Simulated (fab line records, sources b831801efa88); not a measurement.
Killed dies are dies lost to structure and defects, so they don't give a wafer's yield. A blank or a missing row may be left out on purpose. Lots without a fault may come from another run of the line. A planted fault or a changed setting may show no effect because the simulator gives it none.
Which tool did it? | flow gf180mcu | 14 lots, 42 wafers sampled, at 1 step of a route of 602

WHAT THE GAUGES READ, wafer by wafer
GF_NSD_OVL_MEAS_08.
lot  | measured     | on         | NSD_OVL (nm)
L128 | day 13 07:29 | overlay-02 | -0.1 0.6 -1.6
L130 | day 14 13:55 | overlay-01 | 0.9 0.6 1.0
L131 | day 14 15:12 | overlay-02 | 2.4 0.5 0.9
L134 | day 15 18:19 | overlay-02 | 0.3 -0.5 -0.4
L135 | day 16 04:10 | overlay-01 | -0.1 0.6 1.8
L137 | day 16 10:57 | overlay-01 | 2.0 1.9 3.6
L139 | day 17 04:26 | overlay-02 | 3.7 3.2 3.5
L140 | day 17 10:55 | overlay-01 | 2.3 2.3 1.0
L141 | day 17 21:04 | overlay-02 | 2.4 1.2 2.6
L142 | day 18 05:43 | overlay-01 | 0.4 -0.3 -0.3
L147 | day 19 15:30 | overlay-01 | 1.6 0.7 2.6
L148 | day 19 22:18 | overlay-01 | 0.5 0.9 -0.1
L149 | day 20 11:56 | overlay-02 | 0.8 0.5 1.7
L151 | day 21 07:27 | overlay-02 | 1.1 1.7 0.7

WHICH TOOL RAN EACH LOT (tool, then ch and the chambers of the sampled wafers, then the start)
The record holds no process step before these readings.

WHAT THE TOOLS THEMSELVES READ (means of the sampled wafers that have a number; where no wafer has one, the mark that the record gives instead)
The record holds no such reading with a usual standard deviation.

THE ANSWER, worked out from the rows above alone
Rule: what is usual is taken from the lots themselves. Put in order of their means at a reading, lots are off if they are a third of the lots or fewer, leave a main group of 4 or more, and stand apart from it by a gap of 3 or more times the standard deviation of the main group's means; of several such gaps the widest counts. A main group whose means are all the same, to the digits that the tables above print for the reading, isn't used. A lot without any number at a reading at which 4 lots or more have one is off too. The other lots that the step has rows for count as sound. The gauges are gone through in route order, then the tools' own readings, and for those a lot's mean is taken as printed above. The first step at which some lot is off is used, and at that step the reading that is off furthest; a lot without a number counts as furthest.
No lot is off at any reading shown: from this, nothing can be told.

WHAT THE SIMULATOR HAD PUT IN
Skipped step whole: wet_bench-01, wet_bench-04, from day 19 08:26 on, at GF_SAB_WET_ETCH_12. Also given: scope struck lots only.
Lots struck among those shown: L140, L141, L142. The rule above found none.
